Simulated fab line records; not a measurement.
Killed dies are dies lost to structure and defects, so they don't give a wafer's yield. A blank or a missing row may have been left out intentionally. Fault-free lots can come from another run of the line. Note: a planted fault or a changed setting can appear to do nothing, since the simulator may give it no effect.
Problem report, 8D (eight disciplines) form, completed by code / flow gf180mcu / the parts of the form that need people (team, actions taken, sign-off) are left out

== 1. WHAT WENT WRONG ==
V5_W_RS at GF_V5_RS_MEAS_24 reads a mean of 0.570 ohm/sq on 1 wafer of 1 lot; wafers without a fault read 0.330 ohm/sq with a standard deviation of 0.0047. That puts it +51 standard deviations away from the usual mean.
The step: measures by four-point-probe.
Seen first at day 31 07:53 on film_metro-03, wafer L144.4. The record has a number at this step for 33 wafers belonging to 11 lots. By rule, "out" or "out of limits" means more than 4 standard deviations away from the usual mean. The rest of the wafers with a number are treated as sound.

== 2. WHAT IT IS, WHAT IT ISN'T ==
question=which readings at this step | is=V5_W_RS | is not=-
question=which lots | is=L144 | is not=L131, L132, L133, L136, L138, L141, L142, L152, L153, L154
question=which wafers of those lots | is=L144.4 | is not=L144.2, L144.6
question=read on which gauges | is=film_metro-03 | is not=film_metro-01
question=when | is=from day 31 07:53 | is not=up to then (23 sound wafers); but 9 sound wafers of L152, L153, L154 came after

== 3. THE SUSPECTS, EACH WITH WHAT RULES IT OUT ==
Counting: any tool at a process step up to the reading remains a suspect provided it ran every lot that is out. Sound lots after the first of them don't rule it out here, since some wafers of a struck lot are sound.
- the gauge at GF_V5_RS_MEAS_24: ruled out. All the wafers that are out were read on film_metro-03, but those of them that GF_V5_CMP_26 has rows for are out there too, on other tools.
- rie_diel-01 at GF_V5_ETCH_17 (etches SiO2 in C4F8/O2/Ar, stops on TiN, target depth 855 nm): kept. L144, the lot that is out, went through it at day 31 07:45; up to then, the latest sound lot through it was L133 at day 27 17:07. GF_V5_ETCH_17 gives no start for some lots, so the hours and the order of its lots are those of GF_V5_CVD_23.
- cvd_w-01 at GF_V5_CVD_23 (deposits W, target thk 350 nm, time 104.9 s): kept. L144, the lot that is out, went through it at day 31 07:45; up to then, the latest sound lot through it was L141 at day 30 12:05.
- In rie_diel-01 at GF_V5_ETCH_17, the wafers that are out were processed in chamber 3 and their sound lot-mates in chambers 1, 2.
After counting, rie_diel-01 at GF_V5_ETCH_17 and cvd_w-01 at GF_V5_CVD_23 remain.

== 4. THE CAUSE (what the simulator had put in) ==
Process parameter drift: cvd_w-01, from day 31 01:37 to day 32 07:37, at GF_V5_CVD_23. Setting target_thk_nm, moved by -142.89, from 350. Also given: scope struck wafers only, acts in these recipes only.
Counting leaves 2 suspects; this tool is one of them.

== 5. THE EFFECT CHAIN, in route order ==
Each row: a reading where the mean over the struck wafers with a number is more than 3 standard deviations away from the usual. Only readings for which the record gives a usual standard deviation are gone through. hours: the time from each lot's start at the first step in this table that gives one to its start at this step, as a median over the lots. sigmas: the change in usual standard deviations.
hours=0; step=GF_V5_RS_MEAS_24; reading=V5_W_RS; usual=0.330 ohm/sq; on struck wafers=0.570; change=+0.240; sigmas=+51
hours=0; step=GF_V5_THK_MEAS_25; reading=V5_W_THK; usual=356 nm; on struck wafers=204; change=-152; sigmas=-24
hours=0; step=GF_V5_CMP_26; reading=time_to_endpoint_s; usual=84 s; on struck wafers=51; change=-33; sigmas=-11
Its process steps:
- GF_V5_CMP_26: polishes, stops on SiO2, t overpolish 15 s, target thk 0 nm.

== 6. HOW IT WOULD HAVE BEEN CAUGHT EARLIER ==
The first out-of-limits reading at a measuring or inspecting step in this record came at day 31 07:53, 6 hours after the fault's start at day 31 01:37.
An alarm limit of 4 standard deviations would not have fired on the tool readings at GF_V5_CVD_23 for which the record gives a usual standard deviation, since none of them was out on any struck wafer.
All the lots that are out (1) had begun GF_V5_CVD_23 on cvd_w-01 by day 31 07:53. Tool hold at that time: it would have spared none of them.
